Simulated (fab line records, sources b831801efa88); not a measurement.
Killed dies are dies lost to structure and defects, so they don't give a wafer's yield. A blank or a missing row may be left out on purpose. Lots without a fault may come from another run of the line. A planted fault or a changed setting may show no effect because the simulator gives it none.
Problem report in the 8D (eight disciplines) form, filled by code | flow sky130 | the parts of the form that need people (team, actions taken, sign-off) are left out

1. THE PROBLEM
beam_energy_keV at SKY_NWELL_IMPLANT_12 reads a mean of 114.79 on 6 wafers of 2 lots; wafers without a fault read 120.01 with a standard deviation of 0.039. That is -99 or more standard deviations from the usual mean.
First seen on wafer L934.2, day 8 12:46, on implanter-03. The record holds 18 wafers of 6 lots with a number at this step. Rule for "out", or "out of limits": more than 4 standard deviations from the usual mean. The other wafers with a number count as sound.

2. WHAT IT IS AND WHAT IT IS NOT
question                    | is                     | is not
which readings at this step | beam_energy_keV        | faraday_current_uA
which lots                  | L934, L938             | L922, L925, L933, L942
which wafers of those lots  | all that have a number | -
read on which tools         | implanter-03           | implanter-02, implanter-04
when                        | from day 8 12:46       | up to then (9 sound wafers); but 3 sound wafers of L942 came after

3. SUSPECTS, AND WHAT RULES EACH OUT
Counting: a tool at a process step up to the reading stays a suspect if it ran every lot that is out and no sound lot after the first of them.
- implanter-03 at SKY_NWELL_IMPLANT_12: kept. It ran every lot that is out, first L934 (day 8 12:46), and no sound lot after that; its last sound lot up to then is L925 (day 6 06:25). Its own readings are out on those wafers: beam_energy_keV.
Left after counting: implanter-03 at SKY_NWELL_IMPLANT_12.

4. THE CAUSE (what the simulator had put in)
Process parameter drift: implanter-03, from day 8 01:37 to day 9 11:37, at SKY_NWELL_IMPLANT_12. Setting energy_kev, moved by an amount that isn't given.
Counting left only this tool.

5. THE CHAIN OF EFFECTS, in route order
Each row: a reading whose mean over the struck wafers that have a number lies more than 3 standard deviations from the usual. Only readings for which the record gives a usual standard deviation are gone through. hours: the time from each lot's start at the first step in this table that gives one to its start at this step, as a median over the lots. sigmas: the change in usual standard deviations.
hours | step                 | reading         | usual  | on struck wafers | change | sigmas
0     | SKY_NWELL_IMPLANT_12 | beam_energy_keV | 120.01 | 114.79           | -5.22  | -99 or more
The process steps in it:
- SKY_NWELL_IMPLANT_12

6. WHAT WOULD HAVE CAUGHT IT SOONER
In this record the first reading out of limits was taken at day 8 12:46, 11 hours after the fault began at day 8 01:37.
